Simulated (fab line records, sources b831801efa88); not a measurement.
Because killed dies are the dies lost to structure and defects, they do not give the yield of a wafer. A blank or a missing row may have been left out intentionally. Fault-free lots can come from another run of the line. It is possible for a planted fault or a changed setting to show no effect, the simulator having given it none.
fab line records + flow gf180mcu
record
- lots=15
- wafers=45
- last_day=35
route steps=602 shown VT_IMPLANT@135 LVPWELL@138 HV_LDD@180
lots with no fault: from the same line, run without faults
start_h: hours from the record's opening day to when the first of the lot's shown wafers began + wait_h: hours from the lot's prior step to this one + " repeats the value in the row above + L1.1+2: a single row standing in for several wafers + - either no value or no given start + * or withheld: withheld + < > ~ a bound
route shown NAME@n: NAME is a module with steps in the file, n the number in the route of the first one + usual: mean and standard deviation over wafers with no fault + same: alike in all rows + chamber/n: place in a boat + sites: the reading at each site + _std_site: the standard deviation of these + _edge_site: the outer-site mean with the inner-site mean subtracted + radius_mm: how far each site lies from the wafer's centre + mask NAME#n: copy n + behind: the tool/chamber that last shaped the wafer + hold: why the lot went on hold/how many hours it stayed there/how the hold came to an end + device: the transistor (n, p or np) that didn't switch + end of line: at the end of the route, the tests of the same wafers + a step without rows: its recipe alone + killed: count of dies lost to structure and defects at first sort (not the wafer's yield) + map: the dies of a wafer, with x for killed, . for not killed, _ for no die there
set.NAME: the setting the step ran with; set.NAME@STEP: the setting that earlier step ran with + model.NAME: the simulator's own value behind a step, which no gauge read
a sample of lots followed through the steps of the route, with each step as a table and each wafer as a row
services: when a tool's chamber went out of use (start_h, in hours from the record's first day, below 0 if earlier), for how many hours, and the reason
## steps
# step GF_VT_IMPLANT_RTA_45
# recipe
- temp_c=1050
- time_s=30
- ambient=N2
# usual
- lamp_power_pct=35/4.3
- wafer_temp_C_max=1054.9/1.9
| lot.wafer | tool          | chamber | start_h | wait_h | lamp_power_pct | wafer_temp_C_max |
|-----------|---------------|---------|---------|--------|----------------|------------------|
| L611.3    | rtp_anneal-02 | 0       | 158.08  | 0.0    | 40             | 1055.2           |
| L611.4    | "             | 0       | "       | "      | 40             | 1055.4           |
| L611.5    | "             | 0       | "       | "      | 40             | 1054.8           |
| L612.1    | rtp_anneal-01 | 0       | 167.24  | 0.0    | 32             | 1053.2           |
| L612.2    | "             | 0       | "       | "      | 32             | 1053.2           |
| L612.4    | "             | 0       | "       | "      | 32             | 1053.1           |
| L614.1    | rtp_anneal-02 | 0       | 186.23  | 0.0    | 40             | 1056.2           |
| L614.2    | "             | 0       | "       | "      | 40             | 1056.6           |
| L614.4    | "             | 0       | "       | "      | 40             | 1058.1           |
| L617.2    | rtp_anneal-01 | 0       | 204.62  | 0.0    | 32             | 1054.8           |
| L617.3    | "             | 0       | "       | "      | 32             | 1053.2           |
| L617.6    | "             | 0       | "       | "      | 32             | 1053.4           |
| L618.1    | rtp_anneal-01 | 0       | 209.85  | 0.0    | 32             | 1054.0           |
| L618.2    | "             | 0       | "       | "      | 32             | 1054.1           |
| L618.6    | "             | 0       | "       | "      | 32             | 1053.9           |
| L620.1    | rtp_anneal-02 | 0       | 223.60  | 0.0    | 40             | 1056.9           |
| L620.2    | "             | 0       | "       | "      | 40             | 1057.0           |
| L620.6    | "             | 0       | "       | "      | 40             | 1059.9           |
| L622.1    | rtp_anneal-01 | 0       | 235.98  | 0.0    | 32             | 1053.6           |
| L622.4    | "             | 0       | "       | "      | 32             | 1054.2           |
| L622.6    | "             | 0       | "       | "      | 32             | 1053.4           |
| L626.2    | rtp_anneal-02 | 0       | 261.46  | 0.0    | 40             | 1059.6           |
| L626.4    | "             | 0       | "       | "      | 40             | 1055.7           |
| L626.6    | "             | 0       | "       | "      | 40             | 1057.1           |
| L627.1    | rtp_anneal-01 | 0       | 266.99  | 0.0    | 32             | 1053.6           |
| L627.2    | "             | 0       | "       | "      | 32             | 1054.8           |
| L627.3    | "             | 0       | "       | "      | 32             | 1053.0           |
| L628.1    | rtp_anneal-01 | 0       | 274.88  | 0.0    | 32             | 1054.4           |
| L628.2    | "             | 0       | "       | "      | 32             | 1053.0           |
| L628.5    | "             | 0       | "       | "      | 32             | 1054.6           |
| L629.1    | rtp_anneal-02 | 0       | 282.60  | 0.0    | 40             | 1056.5           |
| L629.5    | "             | 0       | "       | "      | 40             | 1056.8           |
| L629.6    | "             | 0       | "       | "      | 40             | 1056.4           |
| L630.1    | rtp_anneal-01 | 0       | 290.25  | 0.0    | 32             | 1053.4           |
| L630.2    | "             | 0       | "       | "      | 32             | 1053.0           |
| L630.5    | "             | 0       | "       | "      | 32             | 1053.3           |
| L631.1    | rtp_anneal-02 | 0       | 298.01  | 0.0    | 40             | 1055.6           |
| L631.2    | "             | 0       | "       | "      | 40             | 1057.5           |
| L631.4    | "             | 0       | "       | "      | 40             | 1056.7           |
| L632.3    | rtp_anneal-01 | 0       | 304.82  | 0.0    | 32             | 1053.2           |
| L632.4    | "             | 0       | "       | "      | 32             | 1054.1           |
| L632.6    | "             | 0       | "       | "      | 32             | 1054.9           |
| L634.2    | rtp_anneal-02 | 0       | 324.50  | 0.0    | 40             | 1058.0           |
| L634.4    | "             | 0       | "       | "      | 40             | 1055.6           |
| L634.6    | "             | 0       | "       | "      | 40             | 1055.3           |
# step GF_VT_IMPLANT_RS_MEAS_48
# recipe
- thk_meas_gauge=four-point-probe
# usual
- LVPWELL_RS=1197/3
| lot.wafer | tool          | chamber | start_h | wait_h | LVPWELL_RS[ohm/sq] |
|-----------|---------------|---------|---------|--------|--------------------|
| L611.3    | film_metro-02 | -       | 158.42  | 0.1    | 1204               |
| L611.4    | "             | -       | "       | "      | 1201               |
| L611.5    | "             | -       | "       | "      | 1201               |
| L612.1    | film_metro-03 | -       | 167.58  | 0.1    | 1199               |
| L612.2    | "             | -       | "       | "      | 1195               |
| L612.4    | "             | -       | "       | "      | 1200               |
| L614.1    | film_metro-02 | -       | 186.57  | 0.1    | 1197               |
| L614.2    | "             | -       | "       | "      | 1198               |
| L614.4    | "             | -       | "       | "      | 1197               |
| L617.2    | film_metro-03 | -       | 204.97  | 0.1    | 1197               |
| L617.3    | "             | -       | "       | "      | 1196               |
| L617.6    | "             | -       | "       | "      | 1192               |
| L618.1    | film_metro-04 | -       | 210.19  | 0.1    | 1197               |
| L618.2    | "             | -       | "       | "      | 1195               |
| L618.6    | "             | -       | "       | "      | 1199               |
| L620.1    | film_metro-03 | -       | 223.94  | 0.1    | 1194               |
| L620.2    | "             | -       | "       | "      | 1198               |
| L620.6    | "             | -       | "       | "      | 1193               |
| L622.1    | film_metro-02 | -       | 236.32  | 0.1    | 1199               |
| L622.4    | "             | -       | "       | "      | 1196               |
| L622.6    | "             | -       | "       | "      | 1196               |
| L626.2    | film_metro-04 | -       | 261.80  | 0.1    | 1195               |
| L626.4    | "             | -       | "       | "      | 1195               |
| L626.6    | "             | -       | "       | "      | 1190               |
| L627.1    | film_metro-04 | -       | 267.33  | 0.1    | 1197               |
| L627.2    | "             | -       | "       | "      | 1194               |
| L627.3    | "             | -       | "       | "      | 1199               |
| L628.1    | film_metro-04 | -       | 275.22  | 0.1    | 1192               |
| L628.2    | "             | -       | "       | "      | 1192               |
| L628.5    | "             | -       | "       | "      | 1196               |
| L629.1    | film_metro-04 | -       | 282.94  | 0.1    | 1201               |
| L629.5    | "             | -       | "       | "      | 1204               |
| L629.6    | "             | -       | "       | "      | 1202               |
| L630.1    | film_metro-02 | -       | 290.59  | 0.1    | 1196               |
| L630.2    | "             | -       | "       | "      | 1189               |
| L630.5    | "             | -       | "       | "      | 1193               |
| L631.1    | film_metro-04 | -       | 298.35  | 0.1    | 1203               |
| L631.2    | "             | -       | "       | "      | 1202               |
| L631.4    | "             | -       | "       | "      | 1205               |
| L632.3    | film_metro-04 | -       | 305.16  | 0.1    | 1196               |
| L632.4    | "             | -       | "       | "      | 1198               |
| L632.6    | "             | -       | "       | "      | 1200               |
| L634.2    | film_metro-03 | -       | 324.85  | 0.1    | 1200               |
| L634.4    | "             | -       | "       | "      | 1198               |
| L634.6    | "             | -       | "       | "      | 1199               |
# step GF_HV_LDD_EXPOSE_04
# recipe
- mask_id=Nplus_LV_AREA
- target_cd_nm=400
- na=0.6
- source_shape=conventional
- sigma_outer=0.6
- dose_mj=140
# usual
- exposure_dose_mJ_cm2=139.99/0.13
- focus_offset_nm=0.1/0.5
| lot.wafer | tool             | chamber | start_h | wait_h | mask            | exposure_dose_mJ_cm2 | focus_offset_nm |
|-----------|------------------|---------|---------|--------|-----------------|----------------------|-----------------|
| L611.3    | iline_stepper-01 | 0       | 208.42  | -      | Nplus_LV_AREA#0 | 139.91               | 0.2             |
| L611.4    | "                | 0       | "       | "      | Nplus_LV_AREA#0 | 139.84               | 1.0             |
| L611.5    | "                | 0       | "       | "      | Nplus_LV_AREA#0 | 139.96               | 0.4             |
| L612.1    | iline_stepper-01 | 0       | 219.81  | -      | Nplus_LV_AREA#0 | 140.11               | 0.0             |
| L612.2    | "                | 0       | "       | "      | Nplus_LV_AREA#0 | 139.95               | 0.1             |
| L612.4    | "                | 0       | "       | "      | Nplus_LV_AREA#0 | 140.07               | 0.6             |
| L614.1    | iline_stepper-02 | 0       | 240.18  | -      | Nplus_LV_AREA#0 | 139.88               | 0.2             |
| L614.2    | "                | 0       | "       | "      | Nplus_LV_AREA#0 | 139.91               | -0.6            |
| L614.4    | "                | 0       | "       | "      | Nplus_LV_AREA#0 | 140.05               | -0.1            |
| L617.2    | iline_stepper-01 | 0       | 259.15  | -      | Nplus_LV_AREA#0 | 140.13               | -0.2            |
| L617.3    | "                | 0       | "       | "      | Nplus_LV_AREA#0 | 140.12               | -0.3            |
| L617.6    | "                | 0       | "       | "      | Nplus_LV_AREA#0 | 140.05               | -0.1            |
| L618.1    | iline_stepper-01 | 0       | 267.56  | -      | Nplus_LV_AREA#0 | 139.98               | -0.6            |
| L618.2    | "                | 0       | "       | "      | Nplus_LV_AREA#0 | 140.08               | 0.0             |
| L618.6    | "                | 0       | "       | "      | Nplus_LV_AREA#0 | 139.98               | 0.7             |
| L620.1    | iline_stepper-02 | 0       | 280.39  | -      | Nplus_LV_AREA#0 | 139.98               | 0.5             |
| L620.2    | "                | 0       | "       | "      | Nplus_LV_AREA#0 | 140.09               | 0.6             |
| L620.6    | "                | 0       | "       | "      | Nplus_LV_AREA#0 | 139.99               | 0.4             |
| L622.1    | iline_stepper-01 | 0       | 293.19  | -      | Nplus_LV_AREA#0 | 140.14               | -0.6            |
| L622.4    | "                | 0       | "       | "      | Nplus_LV_AREA#0 | 140.07               | 0.2             |
| L622.6    | "                | 0       | "       | "      | Nplus_LV_AREA#0 | 140.33               | -0.3            |
| L626.2    | iline_stepper-02 | -       | 320.36  | -      | Nplus_LV_AREA#0 | -                    | -               |
| L626.4    | "                | -       | "       | "      | Nplus_LV_AREA#0 | -                    | -               |
| L626.6    | "                | -       | "       | "      | Nplus_LV_AREA#0 | -                    | -               |
| L627.1    | iline_stepper-01 | -       | 326.08  | -      | Nplus_LV_AREA#0 | -                    | -               |
| L627.2    | "                | -       | "       | "      | Nplus_LV_AREA#0 | -                    | -               |
| L627.3    | "                | -       | "       | "      | Nplus_LV_AREA#0 | -                    | -               |
| L628.1    | iline_stepper-01 | -       | 336.21  | -      | Nplus_LV_AREA#0 | -                    | -               |
| L628.2    | "                | -       | "       | "      | Nplus_LV_AREA#0 | -                    | -               |
| L628.5    | "                | -       | "       | "      | Nplus_LV_AREA#0 | -                    | -               |
| L629.1    | iline_stepper-02 | 0       | 343.86  | -      | Nplus_LV_AREA#0 | 140.03               | 0.7             |
| L629.5    | "                | 0       | "       | "      | Nplus_LV_AREA#0 | 140.15               | 0.7             |
| L629.6    | "                | 0       | "       | "      | Nplus_LV_AREA#0 | 140.13               | 0.2             |
| L630.1    | iline_stepper-02 | 0       | 350.36  | -      | Nplus_LV_AREA#0 | 139.92               | -0.3            |
| L630.2    | "                | 0       | "       | "      | Nplus_LV_AREA#0 | 140.00               | 0.6             |
| L630.5    | "                | 0       | "       | "      | Nplus_LV_AREA#0 | 140.04               | 0.5             |
| L631.1    | iline_stepper-02 | 0       | 360.11  | -      | Nplus_LV_AREA#0 | 140.00               | -0.6            |
| L631.2    | "                | 0       | "       | "      | Nplus_LV_AREA#0 | 140.29               | -0.5            |
| L631.4    | "                | 0       | "       | "      | Nplus_LV_AREA#0 | 139.89               | 0.3             |
| L632.3    | iline_stepper-01 | 0       | 367.20  | -      | Nplus_LV_AREA#0 | 139.93               | 0.4             |
| L632.4    | "                | 0       | "       | "      | Nplus_LV_AREA#0 | 140.02               | -0.1            |
| L632.6    | "                | 0       | "       | "      | Nplus_LV_AREA#0 | 139.79               | -0.2            |
| L634.2    | iline_stepper-02 | 0       | 389.17  | -      | Nplus_LV_AREA#0 | 139.68               | -0.8            |
| L634.4    | "                | 0       | "       | "      | Nplus_LV_AREA#0 | 140.15               | -0.6            |
| L634.6    | "                | 0       | "       | "      | Nplus_LV_AREA#0 | 139.95               | -0.6            |
# step GF_HV_LDD_OVL_MEAS_20
# usual
- HV_LDD_01_OVL=0.3/1.3
| lot.wafer | tool       | chamber | start_h | wait_h | HV_LDD_01_OVL[nm] |
|-----------|------------|---------|---------|--------|-------------------|
| L611.3    | overlay-02 | -       | 235.98  | 0.1    | -0.8              |
| L611.4    | "          | -       | "       | "      | -1.5              |
| L611.5    | "          | -       | "       | "      | -1.6              |
| L612.1    | overlay-01 | -       | 247.81  | 0.1    | -1.4              |
| L612.2    | "          | -       | "       | "      | -2.0              |
| L612.4    | "          | -       | "       | "      | -0.6              |
| L614.1    | overlay-01 | -       | 268.62  | 0.1    | -0.4              |
| L614.2    | "          | -       | "       | "      | -1.6              |
| L614.4    | "          | -       | "       | "      | 0.4               |
| L617.2    | overlay-02 | -       | 289.13  | 0.1    | 1.0               |
| L617.3    | "          | -       | "       | "      | 0.0               |
| L617.6    | "          | -       | "       | "      | -0.1              |
| L618.1    | overlay-02 | -       | 296.03  | 0.1    | 0.0               |
| L618.2    | "          | -       | "       | "      | 1.4               |
| L618.6    | "          | -       | "       | "      | 0.7               |
| L620.1    | overlay-01 | -       | 311.28  | 0.1    | 2.5               |
| L620.2    | "          | -       | "       | "      | 2.0               |
| L620.6    | "          | -       | "       | "      | 0.7               |
| L622.1    | overlay-01 | -       | 324.51  | 0.1    | -0.8              |
| L622.4    | "          | -       | "       | "      | -2.2              |
| L622.6    | "          | -       | "       | "      | -2.7              |
| L626.2    | overlay-01 | -       | 352.93  | 0.1    | 0.5               |
| L626.4    | "          | -       | "       | "      | 1.1               |
| L626.6    | "          | -       | "       | "      | 2.2               |
| L627.1    | overlay-01 | -       | 359.33  | 0.1    | 0.7               |
| L627.2    | "          | -       | "       | "      | -0.6              |
| L627.3    | "          | -       | "       | "      | 0.7               |
| L628.1    | overlay-02 | -       | 370.02  | 0.1    | 1.8               |
| L628.2    | "          | -       | "       | "      | 1.5               |
| L628.5    | "          | -       | "       | "      | 1.4               |
| L629.1    | overlay-02 | -       | 378.92  | 0.1    | -0.4              |
| L629.5    | "          | -       | "       | "      | 0.4               |
| L629.6    | "          | -       | "       | "      | 0.2               |
| L630.1    | overlay-01 | -       | 383.82  | 0.1    | -2.4              |
| L630.2    | "          | -       | "       | "      | -2.5              |
| L630.5    | "          | -       | "       | "      | -1.8              |
| L631.1    | overlay-02 | -       | 394.57  | 0.1    | 1.7               |
| L631.2    | "          | -       | "       | "      | 1.6               |
| L631.4    | "          | -       | "       | "      | 0.8               |
| L632.3    | overlay-02 | -       | 403.18  | 0.1    | -1.4              |
| L632.4    | "          | -       | "       | "      | 0.0               |
| L632.6    | "          | -       | "       | "      | -0.5              |
| L634.2    | overlay-02 | -       | 425.18  | 0.1    | 1.0               |
| L634.4    | "          | -       | "       | "      | 2.5               |
| L634.6    | "          | -       | "       | "      | 1.9               |
## services
| tool             | chamber | start_h | hours | kind                    |
|------------------|---------|---------|-------|-------------------------|
| iline_stepper-01 | -       | 188.61  | 1.7   | pm                      |
| iline_stepper-02 | -       | 249.41  | 4.2   | repair                  |
| iline_stepper-02 | -       | 256.10  | 4.4   | pm                      |
| iline_stepper-02 | -       | 276.20  | 1.7   | pm                      |
| iline_stepper-01 | -       | 309.29  | 2.1   | pm                      |
| iline_stepper-01 | -       | 311.38  | -     | consumable_replace:lamp |
| iline_stepper-01 | -       | 330.80  | 2.3   | repair                  |
| iline_stepper-01 | -       | 377.42  | 4.5   | repair                  |
## key
first_sign
- step=GF_HV_LDD_EXPOSE_04
- reading=tool_record
- direction=missing
effect none on later readings
met_at GF_HV_LDD_EXPOSE_04
struck_lots L626,L627,L628
later_rows_left_out L626.2,L626.4,L626.6,L627.1,L627.2,L627.3,L628.1,L628.2,L628.5
sort_left_out L626.2,L626.4,L626.6,L627.1,L627.2,L627.3,L628.1,L628.2,L628.5
tester_left_out L626,L627,L628
not_acting_at GF_VT_IMPLANT_RTA_45,GF_VT_IMPLANT_RS_MEAS_48,GF_HV_LDD_OVL_MEAS_20
onset_between 293.19 320.36
fault
- kind=skipped_step_whole
- tool=iline_stepper-01,iline_stepper-02
- chamber=-
- onset_h=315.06
- steps=GF_HV_LDD_EXPOSE_04
- scope=struck_lots_only
# tester_left_out: of these lots the tester's yield and bins aren't shown, on N5 and GAA mostly nor the transistor test; their killed dies are dies lost to structure and defects alone, not to doping, threshold or leakage, so they don't give the yield
# sort_left_out: the simulated sort isn't trusted on such a fault, so these wafers' sort isn't shown, and their yield isn't known
# later_rows_left_out: the simulator's readings of these wafers behind a module that went badly wrong aren't trusted and aren't shown, but for the sort
